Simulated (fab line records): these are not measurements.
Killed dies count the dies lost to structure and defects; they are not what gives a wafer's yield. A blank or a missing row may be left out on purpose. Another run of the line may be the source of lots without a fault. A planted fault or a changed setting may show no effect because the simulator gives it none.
What tool caused it? ; flow gf180mcu ; 18 wafers sampled from 6 lots at 1 step of a route of 602

## WHAT THE GAUGES READ, wafer by wafer
GF_V5_THK_MEAS_01.
lot;measured;on;V5_CVD_00_THK (nm)
L875;day 27 14:20;film_metro-02;298.4 300.4 299.7
L880;day 28 18:36;film_metro-02;297.6 302.7 304.2
L882;day 29 15:08;film_metro-02;299.7 295.6 300.1
L885;day 30 07:00;film_metro-01;299.2 307.7 303.1
L893;day 32 09:52;film_metro-04;303.5 301.7 301.6
L895;day 32 18:04;film_metro-02;292.9 296.1 294.0

## WHAT TOOL EACH LOT RAN ON (gives the tool, then ch and the chambers of the sampled wafers, and finally the start)
Before these readings, the record contains no process step.

## THE ANSWER, worked out from the rows above alone
Rule: the usual values come from the lots themselves. Put in order of their means at a reading, lots are off if they are a third of the lots or fewer, leave a main group of 4 or more, and stand apart from it by a gap of 3 or more times the standard deviation of the main group's means; of several such gaps the widest counts. If all means in a main group match to the digits the tables above print for the reading, that group is not used. A lot without any number at a reading at which 4 lots or more have one is off too. Any other lot the step has rows for is counted as sound.
No lot is off on any of the readings shown, so nothing can be concluded from this.

## WHAT THE SIMULATOR HAD INSERTED
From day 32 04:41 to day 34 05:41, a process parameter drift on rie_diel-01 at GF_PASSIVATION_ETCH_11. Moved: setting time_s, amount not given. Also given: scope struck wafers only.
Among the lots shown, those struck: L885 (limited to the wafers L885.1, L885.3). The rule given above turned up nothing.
